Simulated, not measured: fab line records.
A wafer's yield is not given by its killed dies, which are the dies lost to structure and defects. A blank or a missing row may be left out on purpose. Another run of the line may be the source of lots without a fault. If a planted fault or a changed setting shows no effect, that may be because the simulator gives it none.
Comparing a struck lot with a sound one / flow sky130 / 24 steps out of a route of 708
Sound: these wafers, L954.2, L954.4, L954.6. Struck: wafer L958.6. (L958.1, L958.2 of the same lot were not struck and are left out.) The cause comes at the end.
For every step that has rows: the tool of each side, followed by ch and its chambers, followed by its first start. Under that, the readings that differ: sound wafers / struck wafers / difference of the means / sigmas: that difference in standard deviations of wafers without a fault.
alike: readings with means less than 2 such deviations apart, plus words and numbers identical on both sides. not compared: withheld readings, readings lacking a value on some wafer, bounds such as >300 that could conceal the same value, and numbers that have no deviation in the record and whose values overlap.
The two part at a step that has a row with sigmas, a row that says differs or no value, or rows on one side only. Numbers that have no deviation but don't overlap get no sigmas and don't part them. A reading that every wafer of one side lacks parts them only if that side has two wafers or more.

first, 4 steps without rows for these wafers: SKY_CAPM_SOFTBAKE_08 (time 60 s); SKY_CAPM_EXPOSE_09 (exposes mask CAPM, target cd 1000 nm); SKY_CAPM_PEB_10; SKY_CAPM_DEVELOP_11 (develop time 60 s).
SKY_CAPM_OVL_MEAS_12:
  sound: overlay-02 at day 38 01:09; struck: overlay-02 at day 39 10:56
  alike: CAPM_OVL
SKY_CAPM_METAL_ETCH_13: etches TiN in Cl2/BCl3, stops on SiO2, target depth 220 nm, time 62.9 s.
  sound on rieMetal-01 ch 0,1, day 38 01:11; struck on rieMetal-03 ch 1, day 39 10:59
reading=oesProductAu (a.u.); sound=0.943 0.929 0.939; struck=0.953; difference=+0.016; sigmas=+2
  alike: drypumpMotorCurrentA, rfFwdPowerW, throttleValvePct
  not compared: rfHoursCounterH
SKY_CAPM_STRIP_14: strips in O2/N2.
  sound on plasmaAsher-01 ch 0,1, day 38 01:16; struck on plasmaAsher-02 ch 0, day 39 11:04
reading=stripTimeToEndpointS (s); sound=12.58 12.57 12.54; struck=12.69; difference=+0.13; sigmas=+3
  alike: drypumpMotorCurrentA, oesProductAu
  not compared: rfHoursCounterH
then, 5 steps without rows for these wafers: SKY_CAPM_STRIP_15 (strips in post etch residue remover, time 1200 s); SKY_CAPM_CLEAN_16 (cleans in IPA, time 180 s); SKY_CAPM_CLEAN_17 (cleans in O3/DIW); SKY_METAL3_DEHYDRATE_05 (time 60 s); SKY_METAL3_HMDS_06 (prime time 60 s).
SKY_METAL3_COAT_07: resist thk 60 nm.
  sound on lithoTrack-01 ch 0, day 38 14:34; struck on lithoTrack-02 ch 0, day 39 23:58
  alike: exhaustPa
then, 5 steps without rows for these wafers: SKY_METAL3_COAT_08 (resist thk 1140 nm); SKY_METAL3_SOFTBAKE_09 (time 90 s); SKY_METAL3_EXPOSE_10 (exposes mask MM3, target cd 300 nm); SKY_METAL3_PEB_11; SKY_METAL3_DEVELOP_12 (develop time 60 s).
SKY_METAL3_CD_MEAS_13: the cd target is 300 nm.
  sound: cdSem-02 at day 39 03:11; struck: cdSem-02 at day 40 11:11
reading=cdNm (nm); sound=299.5 298.2 298.5; struck=301.9; difference=+3.2; sigmas=+2
SKY_METAL3_OVL_MEAS_14:
  sound: overlay-02 at day 39 03:17; struck: overlay-01 at day 40 11:19
  alike: METAL3_OVL
SKY_METAL3_DESCUM_15: chemistry O2, time 8 s.
  sound on rieMetal-01 ch 0,1, day 39 03:19; struck on rieMetal-01 ch 0, day 40 11:21
reading=rfFwdPowerW (W); sound=146.0 145.8 148.7; struck=148.4; difference=+1.6; sigmas=+2
  alike: drypumpMotorCurrentA, oesProductAu
  not compared: rfHoursCounterH
SKY_METAL3_ETCH_16: etches BARC in N2/H2, stops on SiO2, time 88.2 s, target depth 60 nm.
  sound on rieMetal-01 ch 0,1, day 39 03:21; struck on rieMetal-01 ch 0, day 40 11:23
reading=oesProductAu (a.u.); sound=0.629 0.635 0.632; struck=0.606; difference=-0.026; sigmas=-6
reading=rfFwdPowerW (W); sound=493.2 496.1 498.8; struck=499.5; difference=+3.5; sigmas=+2
reading=model.etch.depthNm (nm); sound=60.02 60.09 60.09; struck=55.22; difference=-4.85; sigmas=
  alike: drypumpMotorCurrentA, h2FlowSccm, throttleValvePct
  not compared: rfHoursCounterH
SKY_METAL3_ETCH_17: etches SiO2 in C4F8/O2/Ar, stops on TiN, time 3.9 s, target depth 15 nm.
  sound on rieDiel-02 ch 0,1,3, day 39 03:26; struck on rieDiel-02 ch 1, day 40 11:29
  alike: oesProductAu, rfFwdPowerW
  not compared: rfHoursCounterH
next, for these wafers, 1 step has no rows: SKY_PAD_OPEN_PROBE_99.

## WHERE THEY PART
At SKY_CAPM_METAL_ETCH_13 first; at SKY_METAL3_ETCH_16 last (within this record only). Later steps at which nothing parts them and some readings are alike: SKY_METAL3_ETCH_17.

WHY: what had been put in by the simulator
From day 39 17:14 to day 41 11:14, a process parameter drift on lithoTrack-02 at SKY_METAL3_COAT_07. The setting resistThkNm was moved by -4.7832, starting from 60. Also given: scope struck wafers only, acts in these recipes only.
